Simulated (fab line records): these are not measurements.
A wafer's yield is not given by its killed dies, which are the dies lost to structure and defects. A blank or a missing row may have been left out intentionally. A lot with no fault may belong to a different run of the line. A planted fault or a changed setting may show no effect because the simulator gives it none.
A struck lot beside a sound one	flow sfq line	42 out of 325 route steps
Sound: these wafers, L619.2, L619.4, L619.5. Struck: wafer L626.4; the same lot's L626.6 was not struck, so it is left out; see the end for the cause.
Order at every step that has rows: each side's tool, ch and its chambers, its first start. Under that, the readings that differ: sound wafers	struck wafers	difference of the means	sigmas: that difference in standard deviations of wafers without a fault.
alike: a reading whose means differ by less than 2 such deviations, as well as words and numbers matching on both sides. not compared: withheld readings; readings where some wafer has no value; bounds like >300 that might hide an equal value; numbers whose values overlap and for which the record gives no deviation.
The two part at a step that has a row with sigmas, a row that says differs or no value, or rows on one side only. Numbers that don't overlap but have no deviation are shown without sigmas and don't part them. Lack of a reading on every wafer of one side parts them only where that side has two or more wafers.

first, 6 steps without rows for these wafers: SFQ_TRILAYER_I0_VIA_LITHO_COAT_036 (resist thk 62 nm); SFQ_TRILAYER_I0_VIA_LITHO_COAT_031 (resist thk 650 nm); SFQ_TRILAYER_I0_VIA_LITHO_SOFTBAKE_035; SFQ_TRILAYER_I0_VIA_LITHO_EXPOSE_032 (exposes mask I0, target cd 500 nm); SFQ_TRILAYER_I0_VIA_LITHO_PEB_034 (peb time 60 s); SFQ_TRILAYER_I0_VIA_LITHO_DEVELOP_033 (time 60 s).
SFQ_I0_OVL_MEAS_908:
  struck on overlay-01, day 20 02:15; sound on overlay-02, day 16 18:52
  alike: I0_OVL
then, 1 step without rows for these wafers: SFQ_TRILAYER_I0_VIA_BARC_OPEN_VIA_ETCH_046 (etches BARC in O2, target depth 125 nm, time 41.7 s).
SFQ_TRILAYER_I0_VIA_ETCH_VIA_ETCH_034: etches SiO2 in CHF3, stops on Nb, target depth 260 nm.
  sound on rie diel-04 ch 2,3, day 16 18:56; struck on rie diel-01 ch 0, day 20 02:19
reading	sound	struck	difference	sigmas
oes product au (a.u.)	0.851 0.863 0.860	0.845	-0.013	-3
  alike: drypump motor current A
then, 3 steps without rows for these wafers: SFQ_TRILAYER_I0_VIA_STRIP_STRIP_035 (strips in O2); SFQ_TRILAYER_I0_VIA_STRIP_SOLV_CLEAN_036 (cleans in NMP, time 600 s); SFQ_TRILAYER_M1_DEP_PRE_CLEAN_038 (time 22.5 s).
SFQ_TRILAYER_M1_DEP_SPUTTER_037: material Nb, target thk 200 nm, time 133.3 s.
  struck on pvd sputter-05, day 20 03:13; sound on pvd sputter-05, day 16 19:51
reading	sound	struck	difference	sigmas
model.Nb_of_TRILAYER_M1_DEP_SPUTTER_037.thk nm (nm)	203.1 202.2 202.7	177.6	-25.1	
  alike: substrate temp c, throttle valve pct
SFQ_M1_RS_MEAS_909: measures by four-point-probe.
  struck on film metro-01, day 20 03:22; sound on film metro-04, day 16 19:58
reading	sound	struck	difference	sigmas
M1_NB_RS (ohm/sq)	0.876 0.879 0.877	1.004	+0.127	+12
then, 6 steps without rows for these wafers: SFQ_TRILAYER_M1_LITHO_COAT_044 (resist thk 62 nm); SFQ_TRILAYER_M1_LITHO_COAT_039 (resist thk 600 nm); SFQ_TRILAYER_M1_LITHO_SOFTBAKE_043; SFQ_TRILAYER_M1_LITHO_EXPOSE_040 (exposes mask M1, target cd 500 nm); SFQ_TRILAYER_M1_LITHO_PEB_042 (peb time 60 s); SFQ_TRILAYER_M1_LITHO_DEVELOP_041 (time 60 s).
-- the record jumps here: 6 days lie between the struck wafers' starts before and after --
SFQ_M1_OVL_MEAS_911:
  struck on overlay-01, day 25 22:16; sound on overlay-01, day 22 23:05
  alike: M1_OVL
then, 1 step without rows for these wafers: SFQ_TRILAYER_M1_BARC_OPEN_METAL_ETCH_054 (etches BARC in O2, target depth 125 nm, time 41.7 s).
SFQ_TRILAYER_M1_ETCH_METAL_ETCH_042: etches Nb in Cl2/Ar, stops on SiO2, target depth 240 nm, time 120 s.
  sound on rie metal-04 ch 0, day 22 23:10; struck on rie metal-02 ch 1, day 25 22:23
reading	sound	struck	difference	sigmas
he backside leak sccm (sccm)	3.53 3.47 3.54	3.03	-0.48	-2
oes product au (a.u.)	0.901 0.902 0.897	0.837	-0.063	-8
  alike: drypump motor current A
  not compared: rf hours counter h
then, 3 steps without rows for these wafers: SFQ_TRILAYER_M1_STRIP_STRIP_043 (strips in O2); SFQ_TRILAYER_M1_STRIP_SOLV_CLEAN_044 (cleans in NMP, time 600 s); SFQ_TRILAYER_I1_DEP_PECVD_045 (deposits SiO2 from SiH4/N2O, time 111.11 s, target thk 500 nm).
SFQ_TRILAYER_I1_CMP_CMP_046: polishes SiO2.
  sound on cmp-02 ch 0,2,3, day 23 04:50; struck on cmp-02 ch 3, day 26 05:47
  alike: motor current A, time to endpoint s
SFQ_I1_BOW_MEAS_912:
  struck on film metro-04, day 26 08:50; sound on film metro-01, day 23 07:22
  alike: I1_BOW
SFQ_TRILAYER_I1_METRO_MEASURE_047:
  struck on film metro-04, day 26 09:30; sound on film metro-01, day 23 07:40
  alike: thk nm
then, 6 steps without rows for these wafers: SFQ_TRILAYER_I1_VIA_LITHO_COAT_054 (resist thk 62 nm); SFQ_TRILAYER_I1_VIA_LITHO_COAT_049 (resist thk 650 nm); SFQ_TRILAYER_I1_VIA_LITHO_SOFTBAKE_053; SFQ_TRILAYER_I1_VIA_LITHO_EXPOSE_050 (exposes mask I1, target cd 500 nm); SFQ_TRILAYER_I1_VIA_LITHO_PEB_052 (peb time 60 s); SFQ_TRILAYER_I1_VIA_LITHO_DEVELOP_051 (time 60 s).
-- the record jumps here: 7 days lie between the struck wafers' starts before and after --
SFQ_I1_OVL_MEAS_913:
  struck on overlay-01, day 32 23:45; sound on overlay-01, day 29 23:23
  alike: I1_OVL
then, 1 step without rows for these wafers: SFQ_TRILAYER_I1_VIA_BARC_OPEN_VIA_ETCH_071 (etches BARC in O2, target depth 125 nm, time 41.7 s).
SFQ_TRILAYER_I1_VIA_ETCH_VIA_ETCH_052: etches SiO2 in CHF3, stops on Nb, target depth 260 nm.
  sound on rie diel-04 ch 0,3, day 29 23:28; struck on rie diel-01 ch 1, day 32 23:49
  alike: drypump motor current A, oes product au
SFQ_TRILAYER_I1_VIA_STRIP_STRIP_053: strips in O2.
  sound on rie metal-01 ch 0,1, day 29 23:35; struck on rie metal-03 ch 1, day 33 00:08
  alike: drypump motor current A, he backside leak sccm, oes product au
  not compared: rf hours counter h
then, 2 steps without rows for these wafers: SFQ_TRILAYER_I1_VIA_STRIP_SOLV_CLEAN_054 (cleans in NMP, time 600 s); SFQ_TRILAYER_M2_DEP_PRE_CLEAN_056 (time 22.5 s).
-- the record jumps here: 48 days lie between the struck wafers' starts before and after --
SFQ_M8_BOW_MEAS_951:
  struck on film metro-03, day 81 05:22; sound on film metro-04, day 76 19:41
reading	sound	struck	difference	sigmas
model.etest.m1.ohm um	1.755 1.762 1.754	2.017	+0.260	
model.etest.i0.link ohm	1.974 1.964 1.977	2.096	+0.124	
model.etest.m1.ohm sq	0.876 0.8797 0.8776	1.001	+0.123	
model.etest.i1.link ohm	1.965 1.975 1.965	2.073	+0.105	
  alike: M8_BOW

WHERE THEY PART
Earliest at SFQ_TRILAYER_I0_VIA_ETCH_VIA_ETCH_034; latest, in this record, at SFQ_TRILAYER_M1_ETCH_METAL_ETCH_042. Later steps at which nothing parts them and some readings are alike: SFQ_TRILAYER_I1_CMP_CMP_046, SFQ_I1_BOW_MEAS_912, SFQ_TRILAYER_I1_METRO_MEASURE_047, SFQ_I1_OVL_MEAS_913, SFQ_TRILAYER_I1_VIA_ETCH_VIA_ETCH_052, SFQ_TRILAYER_I1_VIA_STRIP_STRIP_053, SFQ_M8_BOW_MEAS_951.

WHY: whatever the simulator had introduced
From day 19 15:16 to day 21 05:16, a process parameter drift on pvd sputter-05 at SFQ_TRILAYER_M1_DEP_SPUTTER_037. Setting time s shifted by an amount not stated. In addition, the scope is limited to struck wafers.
